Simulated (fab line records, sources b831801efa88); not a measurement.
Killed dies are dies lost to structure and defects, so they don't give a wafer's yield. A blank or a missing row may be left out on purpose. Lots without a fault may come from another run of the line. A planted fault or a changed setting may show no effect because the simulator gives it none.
A struck lot beside a sound one | flow sky130 | 14 steps out of a route of 708
Sound: wafers L122.1, L122.3, L122.6. Struck: wafers L131.3, L131.5, L131.6. The cause comes at the end.
At each step with rows: each side's tool, then ch and its chambers, then its first start. Under that, the readings that differ: sound wafers | struck wafers | difference of the means | sigmas: that difference in standard deviations of wafers without a fault.
alike: readings whose means differ by less than 2 such deviations, and words and numbers that are the same on both sides. not compared: withheld readings, readings that some wafer has no value for, bounds like >300 that may hide the same value, and numbers for which the record gives no deviation and whose values overlap.
The two part at a step that has a row with sigmas, a row that says differs or no value, or rows on one side only. Numbers that don't overlap but have no deviation are shown without sigmas and don't part them. A reading that every wafer of one side lacks parts them only if that side has two wafers or more.

first, 3 steps without rows for these wafers: SKY_METAL1_CLEAN_22 (cleans in IPA, time 180 s); SKY_METAL1_CLEAN_23 (cleans in O3/DIW); SKY_VIA1_HDPCVD_00 (deposits SiO2, target thk 1030 nm, time 171.7 s).
SKY_VIA1_THK_MEAS_01:
  sound on film_metro-02, day 33 13:27; struck on film_metro-02, day 36 10:19
  alike: VIA1_HDPCVD_THK
SKY_VIA1_CMP_02: polishes SiO2.
  sound on cmp-01 ch 0,1,2, day 33 13:34; struck on cmp-02 ch 1,2,3, day 36 10:30
  alike: motor_current_A, platen_rpm
SKY_VIA1_BOW_MEAS_03:
  sound on film_metro-01, day 33 13:49; struck on film_metro-02, day 36 10:41
  alike: VIA1_BOW
then, 6 steps without rows for these wafers: SKY_VIA1_DEHYDRATE_04 (time 60 s); SKY_VIA1_HMDS_05 (prime time 60 s); SKY_VIA1_COAT_06 (resist thk 60 nm); SKY_VIA1_COAT_07 (resist thk 450 nm); SKY_VIA1_SOFTBAKE_08 (time 90 s); SKY_VIA1_EXPOSE_09 (exposes mask VIM, target cd 150 nm).
SKY_VIA1_PEB_10:
  sound on litho_track-03 ch 0, day 34 14:00; struck on litho_track-03, day 37 13:00
  reading         | sound          | struck | difference                    | sigmas
  exhaust_pa (Pa) | 45.7 44.1 44.7 | - - -  | no value on the struck wafers |
  not compared: chill_plate_temp_C
then, 1 step without rows for these wafers: SKY_VIA1_DEVELOP_11 (develop time 60 s).

WHERE THEY PART
Only at SKY_VIA1_PEB_10, within this record.

WHY: what the simulator had put in
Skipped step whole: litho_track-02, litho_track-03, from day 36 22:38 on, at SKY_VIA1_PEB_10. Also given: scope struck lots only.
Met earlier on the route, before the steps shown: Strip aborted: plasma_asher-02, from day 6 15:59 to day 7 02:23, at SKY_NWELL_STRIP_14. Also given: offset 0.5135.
